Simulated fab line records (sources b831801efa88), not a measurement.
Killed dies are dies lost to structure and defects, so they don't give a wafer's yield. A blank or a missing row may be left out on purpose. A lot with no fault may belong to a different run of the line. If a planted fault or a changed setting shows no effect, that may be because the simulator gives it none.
One fault through the eyes of 2 desks || flow sky130 || every desk sees just its own numbers, and what lay behind them comes last

== AT THE TOOL OWNER'S DESK: rie diel-03 ==
The tool's own readings at SKY_POLY_GATE_ETCH_15 (etches BARC in N2/H2, stops on SiO2, time 118.5 s, target depth 110 nm): means of the sampled wafers that have a number, for each lot that ran on this tool. Any lot whose mean is over 4 standard deviations away from the usual mean is out of limits and marked OUT; that distance is given in the brackets.
Columns: A = bias w at SKY_POLY_GATE_ETCH_15, usual 100.0 W; B = drypump motor current A at SKY_POLY_GATE_ETCH_15, usual 5.7 A; C = oes product au at SKY_POLY_GATE_ETCH_15, usual 0.716 a.u.; D = throttle valve pct at SKY_POLY_GATE_ETCH_15, usual 13.213 %
{"lot": "L212", "first seen here": "day 20 19:40", "A": 99.8, "B": 5.9, "C": 0.712, "D": 13.216}
{"lot": "L223", "first seen here": "day 24 04:12", "A": 100.3, "B": 6.1, "C": 0.720, "D": 13.205}
This desk's verdict: no lot among the 2 shows anything out of limits.

== AT THE METROLOGY DESK ==
Means of the sampled wafers that have a number, per lot and without regard to the tool the lot ran on: this is what the gauges read. Any lot whose mean is over 4 standard deviations away from the usual mean is out of limits and marked OUT; that distance is given in the brackets.
Columns: A = POLY_GATE_CVD_03_THK at SKY_POLY_GATE_THK_MEAS_04, usual 75.3 nm; B = cd nm at SKY_POLY_GATE_CD_MEAS_13, usual 149.9 nm; C = POLY_GATE_OVL at SKY_POLY_GATE_OVL_MEAS_14, usual -1 nm
{"lot": "L204", "first seen here": "day 15 16:07", "A": 76.1, "B": 150.8, "C": 0}
{"lot": "L212", "first seen here": "day 19 12:43", "A": 75.5, "B": 150.5, "C": -2}
{"lot": "L218", "first seen here": "day 21 06:08", "A": 75.8, "B": 152.6, "C": -1}
{"lot": "L223", "first seen here": "day 22 22:15", "A": 75.4, "B": 149.3, "C": -8}
{"lot": "L224", "first seen here": "day 23 04:23", "A": 75.8, "B": 146.3, "C": -6}
This desk's verdict: no lot among the 5 shows anything out of limits.

== ALL TOGETHER ==
The desk of the tool owner found nothing out of limits.
Metrology desk: nothing out of limits seen.

== WHAT WAS PUT IN BY THE SIMULATOR ==
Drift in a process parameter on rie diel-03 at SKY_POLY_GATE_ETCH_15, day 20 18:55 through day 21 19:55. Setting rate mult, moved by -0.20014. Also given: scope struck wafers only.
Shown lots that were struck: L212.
